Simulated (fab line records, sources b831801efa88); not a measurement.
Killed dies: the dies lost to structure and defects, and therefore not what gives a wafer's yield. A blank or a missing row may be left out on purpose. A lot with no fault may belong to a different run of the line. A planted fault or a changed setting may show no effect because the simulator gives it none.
Matching of chambers    flow gf180mcu    rieDiel-01 running GF_M5_ETCH_09: 4 sister chambers
The step etches Si3N4 in CF4/O2, target depth 52 nm, time 11.6 s. 20 wafers are shown with their chamber, then 10 later ones without.

WAFERS PAIRED WITH THEIR CHAMBERS
wafer   chamber  drypumpMotorCurrentA (A)  oesProductAu (a.u.)  throttleValvePct (%)
L850.2  1        6.4                       1.005                5.956
L850.5  2        6.0                       0.985                5.965
L850.6  3        5.9                       0.979                5.962
L851.1  1        6.4                       1.004                5.971
L851.2  2        5.9                       0.993                5.976
L851.4  0        5.7                       1.007                5.985
L852.1  1        6.4                       1.008                5.968
L852.4  2        5.9                       0.991                5.974
L852.5  1        6.4                       1.003                5.952
L855.2  3        5.9                       0.994                5.968
L855.3  1        6.4                       1.012                5.981
L855.4  0        5.7                       1.009                5.972
L856.2  0        5.7                       1.005                5.964
L856.4  1        6.4                       1.021                5.971
L856.6  0        5.7                       1.013                5.955
L857.1  1        6.4                       1.015                5.961
L857.3  3        6.0                       0.986                5.970
L857.4  2        5.9                       0.992                5.959
L862.3  1        6.4                       1.014                5.982
L862.4  2        5.9                       0.977                5.977

SIGNATURES (means of the wafers above)
reading               chamber 0  chamber 1  chamber 2  chamber 3  scatter within a chamber
drypumpMotorCurrentA  5.700      6.400      5.920      5.933      0.0303
oesProductAu          1.00850    1.01025    0.98760    0.98633    0.00616
throttleValvePct      5.96900    5.96775    5.97020    5.96667    0.01
Rule: distance of a wafer from a chamber = root of the sum over the readings of ((wafer's reading minus chamber's mean) / reading's scatter) squared. If the next closest chamber is less than 2 further off than the closest, the wafer can't be placed; otherwise it belongs to the closest. The scatter: take each reading less its chamber's mean, square it, sum over the shown wafers, divide by the number of wafers less the number of chambers, and take the root.

WAFERS WITHOUT THEIR CHAMBER
wafer   drypumpMotorCurrentA (A)  oesProductAu (a.u.)  throttleValvePct (%)
L862.6  5.9                       0.989                5.969
L865.2  6.4                       1.028                5.974
L865.4  5.7                       1.011                5.977
L865.6  5.9                       0.993                5.952
L867.3  6.4                       1.011                5.973
L867.4  6.4                       1.023                5.979
L867.6  5.9                       0.987                5.990
L868.2  5.9                       0.984                5.972
L868.5  5.9                       0.998                5.968
L868.6  6.4                       1.026                5.976

EACH ONE'S CHAMBER
wafer   from the rows above      in truth
L862.6  can't be placed: 2 or 3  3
L865.2  1                        1
L865.4  0                        0
L865.6  can't be placed: 2 or 3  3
L867.3  1                        1
L867.4  1                        1
L867.6  can't be placed: 2 or 3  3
L868.2  can't be placed: 2 or 3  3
L868.5  can't be placed: 2 or 3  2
L868.6  1                        1
Placed correctly: 5 of 10. These rows do not allow placing 5 (true chamber among the candidates in 5). Placed wrongly: 0.
